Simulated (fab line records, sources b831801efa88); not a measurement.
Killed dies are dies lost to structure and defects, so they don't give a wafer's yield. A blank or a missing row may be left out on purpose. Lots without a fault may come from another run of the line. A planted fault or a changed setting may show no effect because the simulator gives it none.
Which tool did it? | flow sky130 | 13 lots, 39 wafers sampled, at 4 steps of a route of 708

WHAT THE GAUGES READ, wafer by wafer
SKY_LDD_P_TW_MEAS_11. Usual: LDD_P_TW 633, standard deviation 9.1.
lot  | measured     | on            | LDD_P_TW    | flag
L247 | day 20 12:18 | film_metro-02 | 643 645 643 |
L248 | day 20 19:55 | film_metro-03 | 630 628 628 |
L249 | day 21 00:55 | film_metro-03 | 631 628 631 |
L251 | day 21 12:50 | film_metro-03 | 633 630 628 |
L252 | day 21 17:18 | film_metro-01 | 628 627 625 |
L253 | day 21 18:16 | film_metro-01 | 628 627 627 |
L258 | day 22 01:55 | film_metro-01 | 626 625 623 |
L261 | day 27 22:07 | film_metro-01 | 623 625 622 |
L262 | day 28 10:28 | film_metro-02 | 649 650 650 |
L265 | day 28 15:51 | film_metro-03 | 628 631 632 |
L267 | day 28 17:13 | film_metro-02 | 646 648 648 |
L263 | day 28 18:58 | film_metro-01 | 622 624 623 |
L270 | day 29 00:00 | film_metro-01 | 625 627 625 |

SKY_LDD_LDN_TW_MEAS_13. Usual: LDD_LDN_TW 1480, standard deviation 22.
lot  | measured     | on            | LDD_LDN_TW     | flag
L247 | day 24 08:39 | film_metro-01 | 1462 1460 1448 |
L248 | day 24 16:21 | film_metro-01 | 1454 1454 1447 |
L249 | day 24 21:43 | film_metro-01 | 1447 1465 1450 |
L251 | day 25 09:23 | film_metro-02 | 1507 1508 1510 |
L252 | day 25 13:39 | film_metro-04 | 1480 1475 1485 |
L253 | day 25 14:02 | film_metro-02 | 1496 1503 1505 |
L258 | day 25 22:38 | film_metro-04 | 1476 1484 1481 |
L261 | day 31 12:40 | film_metro-02 | 1500 1505 1493 |
L262 | day 32 01:49 | film_metro-01 | 1445 1453 1451 |
L265 | day 32 05:06 | film_metro-02 | 1509 1504 1505 |
L267 | day 32 05:55 | film_metro-02 | 1498 1502 1497 |
L263 | day 32 09:24 | film_metro-04 | 1478 1489 1489 |
L270 | day 32 11:47 | film_metro-02 | 1498 1495 1502 |

SKY_POLY_CUT_CD_MEAS_08: target cd 270 nm. Usual: cd_nm 269.9 nm, standard deviation 1.3.
lot  | measured     | on        | cd_nm (nm)        | flag
L247 | day 25 17:40 | cd_sem-01 | 268.6 270.0 269.6 |
L248 | day 26 01:43 | cd_sem-01 | 267.5 266.8 268.2 |
L249 | day 26 06:34 | cd_sem-01 | 270.2 269.1 271.5 |
L251 | day 26 18:46 | cd_sem-02 | 265.9 268.3 268.9 |
L252 | day 26 21:59 | cd_sem-02 | 269.0 270.3 269.6 |
L253 | day 26 22:31 | cd_sem-02 | 269.4 269.8 270.7 |
L258 | day 27 06:38 | cd_sem-02 | 266.0 265.3 268.2 |
L261 | day 32 17:56 | cd_sem-01 | 271.4 270.5 270.6 |
L262 | day 33 08:14 | cd_sem-01 | 274.3 272.9 273.5 |
L265 | day 33 10:58 | cd_sem-01 | 269.4 268.4 266.4 |
L267 | day 33 13:26 | cd_sem-01 | 271.0 270.5 270.0 |
L263 | day 33 16:52 | cd_sem-01 | 270.6 268.8 270.4 |
L270 | day 33 18:08 | cd_sem-02 | 270.2 268.6 269.5 |

WHICH TOOL RAN EACH LOT (tool, then ch and the chambers of the sampled wafers, then the start)
lot  | SKY_POLY_CUT_EXPOSE_05
L247 | krf_scanner-02 ch 0, day 25 02:53
L248 | krf_scanner-02 ch 0, day 25 10:49
L249 | krf_scanner-02 ch 0, day 25 15:01
L251 | krf_scanner-02 ch 0, day 26 03:28
L252 | krf_scanner-01 ch 0, day 26 06:52
L253 | krf_scanner-01 ch 0, day 26 07:32
L258 | krf_scanner-02 ch 0, day 26 16:02
L261 | krf_scanner-02 ch 0, day 32 03:53
L262 | krf_scanner-01 ch 0, day 32 17:44
L265 | krf_scanner-02 ch 0, day 32 21:07
L267 | krf_scanner-02 ch 0, day 32 23:46
L263 | krf_scanner-02 ch 0, day 33 03:28
L270 | krf_scanner-02 ch 0, day 33 04:45
- SKY_POLY_CUT_EXPOSE_05: exposes mask NPCM, target cd 270 nm.

WHAT THE TOOLS THEMSELVES READ (means of the sampled wafers that have a number; where no wafer has one, the mark that the record gives instead)
The record holds no such reading with a usual standard deviation.

THE ANSWER, worked out from the rows above alone
Rule: a lot is off if the mean of its wafers that have a number lies more than 3 standard deviations from the usual mean. A lot without any number at a reading at which 4 lots or more have one is off too. The other lots that the step has rows for count as sound. The gauges are gone through in route order, then the tools' own readings, and for those a lot's mean is taken as printed above. The first step at which some lot is off is used, and at that step the reading that is off furthest; a lot without a number counts as furthest.
No lot is off at any reading shown: from this, nothing can be told.

WHAT THE SIMULATOR HAD PUT IN
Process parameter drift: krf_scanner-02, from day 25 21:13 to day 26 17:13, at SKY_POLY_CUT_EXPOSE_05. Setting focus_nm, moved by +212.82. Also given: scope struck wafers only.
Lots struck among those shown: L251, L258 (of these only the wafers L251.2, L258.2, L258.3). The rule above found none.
